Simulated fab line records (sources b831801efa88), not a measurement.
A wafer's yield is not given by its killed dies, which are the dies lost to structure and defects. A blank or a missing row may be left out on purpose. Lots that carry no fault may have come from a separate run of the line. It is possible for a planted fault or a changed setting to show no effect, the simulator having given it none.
A struck lot beside a sound one :: flow sfqLine :: 42 steps out of a route of 325
Sound: the wafers L281.1, L281.2, L281.4. Struck: wafers L273.2, L273.3 (left out: L273.5, a lot-mate that was not struck); the cause follows at the end.
Order at every step that has rows: each side's tool, ch and its chambers, its first start. Under that, the readings that differ: sound wafers :: struck wafers :: difference of the means :: sigmas: that difference in standard deviations of wafers without a fault.
alike: readings whose means differ by less than 2 such deviations, and words and numbers that are the same on both sides. not compared: withheld readings, readings that some wafer has no value for, bounds like >300 that may hide the same value, and numbers for which the record gives no deviation and whose values overlap.
The two part at a step that has a row with sigmas, a row that says differs or no value, or rows on one side only. When numbers do not overlap yet have no deviation, they are printed without sigmas and do not part them. Lack of a reading on every wafer of one side parts them only where that side has two or more wafers.

first, 6 steps without rows for these wafers: SFQ_TRILAYER_I6_VIA_LITHO_COAT_174 (resist thk 62 nm); SFQ_TRILAYER_I6_VIA_LITHO_COAT_169 (resist thk 650 nm); SFQ_TRILAYER_I6_VIA_LITHO_SOFTBAKE_173; SFQ_TRILAYER_I6_VIA_LITHO_EXPOSE_170 (exposes mask I6, target cd 700 nm); SFQ_TRILAYER_I6_VIA_LITHO_PEB_172 (peb time 60 s); SFQ_TRILAYER_I6_VIA_LITHO_DEVELOP_171 (time 60 s).
SFQ_I6_OVL_MEAS_942:
  sound: overlay-02 at day 81 17:25; struck: overlay-01 at day 80 00:43
  alike: I6_OVL
SFQ_TRILAYER_I6_VIA_BARC_OPEN_VIA_ETCH_235: etches BARC in O2, target depth 125 nm, time 41.7 s.
  sound on rieDiel-01 ch 0,1,3, day 81 17:27; struck on rieDiel-04 ch 1,3, day 80 00:44
reading: oesProductAu (a.u.)
sound: 0.688 0.693 0.693
struck: 0.679 0.682
difference: -0.011
sigmas: -2
  alike: drypumpMotorCurrentA
  not compared: rfHoursCounterH
then, 1 step without rows for these wafers: SFQ_TRILAYER_I6_VIA_ETCH_VIA_ETCH_172 (etches SiO2 in CHF3, stops on Nb, target depth 260 nm).
SFQ_TRILAYER_I6_VIA_STRIP_STRIP_173: strips in O2.
  sound on rieMetal-01 ch 1, day 81 17:37; struck on rieMetal-01 ch 0,1, day 80 00:54
  alike: drypumpMotorCurrentA, oesProductAu
  not compared: rfHoursCounterH
then, 2 steps without rows for these wafers: SFQ_TRILAYER_I6_VIA_STRIP_SOLV_CLEAN_174 (cleans in NMP, time 600 s); SFQ_TRILAYER_M7_DEP_PRE_CLEAN_176 (time 22.5 s).
SFQ_TRILAYER_M7_DEP_SPUTTER_175: material Nb, target thk 200 nm, time 133.3 s.
  sound: pvdSputter-06 at day 81 19:01; struck: pvdSputter-05 at day 80 01:42
reading: model.Nb_of_TRILAYER_M7_DEP_SPUTTER_175.thkNm (nm)
sound: 198.1 196.8 195.7
struck: 213.1 210.7
difference: +15.0
sigmas: 
  alike: throttleValvePct
SFQ_M7_RS_MEAS_943: uses a four-point probe to measure.
  sound: filmMetro-03 at day 81 19:06; struck: filmMetro-04 at day 80 01:49
reading: M7_NB_RS (ohm/sq)
sound: 0.900 0.906 0.911
struck: 0.835 0.844
difference: -0.066
sigmas: -8
then, 6 steps without rows for these wafers: SFQ_TRILAYER_M7_LITHO_COAT_182 (resist thk 62 nm); SFQ_TRILAYER_M7_LITHO_COAT_177 (resist thk 600 nm); SFQ_TRILAYER_M7_LITHO_SOFTBAKE_181; SFQ_TRILAYER_M7_LITHO_EXPOSE_178 (exposes mask M7, target cd 500 nm); SFQ_TRILAYER_M7_LITHO_PEB_180 (peb time 60 s); SFQ_TRILAYER_M7_LITHO_DEVELOP_179 (time 60 s).
SFQ_M7_OVL_MEAS_945:
  sound: overlay-02 at day 86 01:32; struck: overlay-01 at day 80 09:01
  alike: M7_OVL
then, 1 step without rows for these wafers: SFQ_TRILAYER_M7_BARC_OPEN_METAL_ETCH_229 (etches BARC in O2, target depth 125 nm, time 41.7 s).
SFQ_TRILAYER_M7_ETCH_METAL_ETCH_180: etches Nb in Cl2/Ar, stops on SiO2, target depth 240 nm, time 120 s.
  sound on rieMetal-02 ch 0,1, day 86 01:38; struck on rieMetal-02 ch 1, day 80 09:07
reading: oesProductAu (a.u.)
sound: 0.890 0.883 0.878
struck: 0.926 0.926
difference: +0.042
sigmas: +6
  alike: drypumpMotorCurrentA
  not compared: rfHoursCounterH
SFQ_TRILAYER_M7_STRIP_STRIP_181: strips in O2.
  sound on rieMetal-02 ch 0,1, day 86 01:45; struck on rieMetal-02 ch 1, day 80 09:14
reading: oesProductAu (a.u.)
sound: 1.013 0.987 1.011
struck: 0.976 0.981
difference: -0.025
sigmas: -2
  alike: drypumpMotorCurrentA
  not compared: rfHoursCounterH
then, 3 steps without rows for these wafers: SFQ_TRILAYER_M7_STRIP_SOLV_CLEAN_182 (cleans in NMP, time 600 s); SFQ_TRILAYER_I7_DEP_PECVD_183 (deposits SiO2 from SiH4/N2O, time 111.11 s, target thk 500 nm); SFQ_TRILAYER_I7_CMP_CMP_184 (polishes SiO2).
SFQ_I7_BOW_MEAS_946:
  sound: filmMetro-04 at day 86 05:36; struck: filmMetro-03 at day 80 13:07
  alike: I7_BOW
then, 7 steps without rows for these wafers: SFQ_TRILAYER_I7_METRO_MEASURE_185; SFQ_TRILAYER_I7_VIA_LITHO_COAT_192 (resist thk 62 nm); SFQ_TRILAYER_I7_VIA_LITHO_COAT_187 (resist thk 650 nm); SFQ_TRILAYER_I7_VIA_LITHO_SOFTBAKE_191; SFQ_TRILAYER_I7_VIA_LITHO_EXPOSE_188 (exposes mask I7, target cd 1000 nm); SFQ_TRILAYER_I7_VIA_LITHO_PEB_190 (peb time 60 s); SFQ_TRILAYER_I7_VIA_LITHO_DEVELOP_189 (time 60 s).
SFQ_I7_OVL_MEAS_947:
  sound: overlay-02 at day 89 15:10; struck: overlay-02 at day 80 17:25
  alike: I7_OVL
then, 1 step without rows for these wafers: SFQ_TRILAYER_I7_VIA_BARC_OPEN_VIA_ETCH_260 (etches BARC in O2, target depth 125 nm, time 41.7 s).
SFQ_TRILAYER_I7_VIA_ETCH_VIA_ETCH_190: etches SiO2 in CHF3, stops on Nb, target depth 260 nm.
  sound on rieDiel-03 ch 0,1,3, day 89 15:15; struck on rieDiel-02 ch 1,2, day 80 17:29
  alike: drypumpMotorCurrentA, oesProductAu
SFQ_TRILAYER_I7_VIA_STRIP_STRIP_191: strips in O2.
  sound on rieMetal-01 ch 0,1, day 89 15:22; struck on rieMetal-01 ch 1, day 80 17:49
  alike: drypumpMotorCurrentA, oesProductAu
  not compared: rfHoursCounterH
then, 2 steps without rows for these wafers: SFQ_TRILAYER_I7_VIA_STRIP_SOLV_CLEAN_192 (cleans in NMP, time 600 s); SFQ_TRILAYER_M8_LITHO_LOR_COAT_197.
-- the record jumps here: 4 days lie between the struck wafers' starts before and after --
SFQ_M8_BOW_MEAS_951:
  sound: filmMetro-03 at day 89 20:11; struck: filmMetro-01 at day 85 02:41
reading: model.etest.m7.ohmUm
sound: 1.79 1.813 1.812
struck: 1.677 1.692
difference: -0.121
sigmas: 

reading: model.etest.i6.linkOhm
sound: 1.903 1.902 1.903
struck: 1.817 1.833
difference: -0.078
sigmas: 

reading: model.etest.m7.ohmSq
sound: 0.8987 0.9049 0.9099
struck: 0.8357 0.8452
difference: -0.0641
sigmas: 

reading: model.etest.i7.linkOhm
sound: 1.059 1.068 1.073
struck: 0.9956 1.006
difference: -0.0659
sigmas: 
  alike: M8_BOW

## WHERE THEY PART
Last at SFQ_TRILAYER_M7_STRIP_STRIP_181 as far as this record goes, first at SFQ_TRILAYER_I6_VIA_BARC_OPEN_VIA_ETCH_235. Later steps at which nothing parts them and some readings are alike: SFQ_I7_BOW_MEAS_946, SFQ_I7_OVL_MEAS_947, SFQ_TRILAYER_I7_VIA_ETCH_VIA_ETCH_190, SFQ_TRILAYER_I7_VIA_STRIP_STRIP_191, SFQ_M8_BOW_MEAS_951.

WHY: whatever the simulator had introduced
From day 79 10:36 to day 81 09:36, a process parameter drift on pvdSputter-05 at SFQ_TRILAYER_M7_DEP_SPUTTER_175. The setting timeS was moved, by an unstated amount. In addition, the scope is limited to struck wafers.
